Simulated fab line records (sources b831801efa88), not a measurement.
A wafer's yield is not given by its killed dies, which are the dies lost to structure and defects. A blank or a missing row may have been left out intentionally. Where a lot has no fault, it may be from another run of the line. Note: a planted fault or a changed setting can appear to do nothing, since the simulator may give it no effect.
A lot that was struck, set against a sound lot ; flow sky130 ; 43 steps out of a route of 708
Sound: wafers L312.1, L312.4, L312.5. Wafers struck: L331.1, L331.5, L331.6. The cause comes at the end.
Per side, at each step with rows, come the tool, then ch with its chambers, and then its first start. Under that, the readings that differ: sound wafers ; struck wafers ; difference of the means ; sigmas: that difference in standard deviations of wafers without a fault.
alike: same words and numbers on both sides, and readings whose means sit less than 2 such deviations apart. not compared: any withheld reading, any reading some wafer has no value for, any bound like >300 that may hide the same value, and any number with overlapping values for which the record gives no deviation.
The two part at a step that has a row with sigmas, a row that says differs or no value, or rows on one side only. Numbers that have no deviation but don't overlap get no sigmas and don't part them. Lack of a reading on every wafer of one side parts them only where that side has two or more wafers.

first, 5 steps without rows for these wafers: SKY_LDD_LDN_COAT_02 (resist thk 1140 nm); SKY_LDD_LDN_SOFTBAKE_03 (time 60 s); SKY_LDD_LDN_EXPOSE_04 (exposes mask LDNTM, target cd 700 nm); SKY_LDD_LDN_PEB_05; SKY_LDD_LDN_DEVELOP_06 (develop time 60 s).
SKY_LDD_LDN_OVL_MEAS_07:
  sound on overlay-01 at day 24 11:58; struck on overlay-01 at day 30 16:50
  alike: LDD_LDN_OVL
then, 4 steps without rows for these wafers: SKY_LDD_LDN_IMPLANT_08; SKY_LDD_LDN_IMPLANT_09; SKY_LDD_LDN_IMPLANT_10; SKY_LDD_LDN_IMPLANT_11.
SKY_LDD_LDN_STRIP_12: strips in O2/N2.
  sound on plasma_asher-02 ch 1, day 24 12:36; struck on plasma_asher-01 ch 0,1, day 30 17:28
  alike: drypump_motor_current_A, oes_product_au, strip_time_to_endpoint_s
  not compared: rf_hours_counter_h
SKY_LDD_LDN_TW_MEAS_13:
  sound on film_metro-04 at day 24 12:42; struck on film_metro-04 at day 30 17:34
  alike: LDD_LDN_TW
SKY_LDD_LDN_CLEAN_14: cleans in SC1/SC2, time 150 s.
  sound on wet_bench-01 ch 1, day 24 12:46; struck on wet_bench-01 ch 2, day 30 17:38
then, 1 step without rows for these wafers: SKY_SPACER_CVD_00 (deposits Si3N4 from DCS/NH3, target thk 43.1 nm, time 740 s).
SKY_SPACER_THK_MEAS_01:
  sound on film_metro-01 at day 24 14:04; struck on film_metro-01 at day 30 18:56
  alike: SPACER_CVD_00_THK
then, 9 steps without rows for these wafers: SKY_SPACER_ETCHBACK_02 (etches Si3N4 in CH3F/O2, stops on SiO2, time 46.7 s, target depth 45 nm); SKY_POLY_CUT_DEHYDRATE_00 (time 60 s); SKY_POLY_CUT_HMDS_01 (prime time 60 s); SKY_POLY_CUT_COAT_02 (resist thk 60 nm); SKY_POLY_CUT_COAT_03 (resist thk 450 nm); SKY_POLY_CUT_SOFTBAKE_04 (time 90 s); SKY_POLY_CUT_EXPOSE_05 (exposes mask NPCM, target cd 270 nm); SKY_POLY_CUT_PEB_06; SKY_POLY_CUT_DEVELOP_07 (develop time 60 s).
SKY_POLY_CUT_CD_MEAS_08: target cd 270 nm.
  sound on cd_sem-01 at day 25 18:14; struck on cd_sem-01 at day 31 22:59
  alike: cd_nm
SKY_POLY_CUT_OVL_MEAS_09:
  sound on overlay-01 at day 25 18:22; struck on overlay-01 at day 31 23:07
  alike: POLY_CUT_OVL
SKY_POLY_CUT_ETCH_10: etches BARC in N2/H2, stops on SiO2, time 45.9 s, target depth 60 nm.
  sound on rie_diel-01 ch 1,3, day 25 18:24; struck on rie_diel-03 ch 0,3, day 31 23:08
  alike: drypump_motor_current_A, h2_flow_sccm, oes_product_au, rf_fwd_power_W, throttle_valve_pct
  not compared: rf_hours_counter_h
SKY_POLY_CUT_ETCH_11: etches Si3N4 in CF4/CH2F2/Ar, stops on poly-Si, time 42.5 s, target depth 60 nm.
  sound on rie_diel-01 ch 1,3, day 25 18:26; struck on rie_diel-03 ch 0,3, day 31 23:11
  alike: drypump_motor_current_A, oes_product_au, rf_fwd_power_W, throttle_valve_pct
  not compared: rf_hours_counter_h
SKY_POLY_CUT_STRIP_12: strips in O2/N2.
  sound on plasma_asher-03 ch 0,1, day 25 18:29; struck on plasma_asher-04 ch 0,1, day 31 23:14
  alike: drypump_motor_current_A, oes_product_au, strip_time_to_endpoint_s
  not compared: rf_hours_counter_h
then, 7 steps without rows for these wafers: SKY_SD_P_DEHYDRATE_00 (time 60 s); SKY_SD_P_HMDS_01 (prime time 60 s); SKY_SD_P_COAT_02 (resist thk 1140 nm); SKY_SD_P_SOFTBAKE_03 (time 60 s); SKY_SD_P_EXPOSE_04 (exposes mask PSDM, target cd 380 nm); SKY_SD_P_PEB_05; SKY_SD_P_DEVELOP_06 (develop time 60 s).
SKY_SD_P_CD_MEAS_07: target cd 380 nm.
  sound on cd_sem-01 at day 26 23:48; struck on cd_sem-02 at day 33 01:54
  alike: cd_nm
SKY_SD_P_OVL_MEAS_08:
  sound on overlay-02 at day 26 23:55; struck on overlay-02 at day 33 02:01
  alike: SD_P_OVL
after that, 1 step had no rows for these wafers: SKY_SD_P_IMPLANT_09.
SKY_SD_P_STRIP_10: strips in O2/N2.
  sound on plasma_asher-02 ch 0,1, day 27 00:07; struck on plasma_asher-01 ch 0,1, day 33 02:13
  alike: drypump_motor_current_A, oes_product_au, strip_time_to_endpoint_s
  not compared: rf_hours_counter_h
SKY_SD_P_TW_MEAS_11:
  sound on film_metro-02 at day 27 00:13; struck on film_metro-02 at day 33 02:19
  alike: SD_P_TW
then, 1 step without rows for these wafers: SKY_RES_XHIGH_DEHYDRATE_00 (time 60 s).
-- a jump in the record: the struck wafers' starts before and after are 18 days apart (it breaks off in module RES_XHIGH and resumes in module PAD_OPEN, where the first step shown is number 708 of the route) --
SKY_PAD_OPEN_PROBE_99:
  sound on prober-02 at day 46 21:07; struck on prober-01 at day 50 22:59
reading;sound;struck;difference;sigmas
hold;- - -;await_dispo/2.6h/release await_dispo/2.6h/release await_dispo/2.6h/release;no value on the sound wafers;
killed_at_M0_to_M3;43 46 43;35 24 29;-15;-2
killed_at_front_end;12 12 16;64 58 60;+47;+11
killed_dies;82 94 80;123 109 121;+32;+4
  alike: killed_at_M4_up, killed_at_contacts, killed_at_other, killed_open, killed_short

## WHERE THEY PART
At SKY_PAD_OPEN_PROBE_99 and nowhere else, as far as this record goes.

WHY: what the simulator had put in
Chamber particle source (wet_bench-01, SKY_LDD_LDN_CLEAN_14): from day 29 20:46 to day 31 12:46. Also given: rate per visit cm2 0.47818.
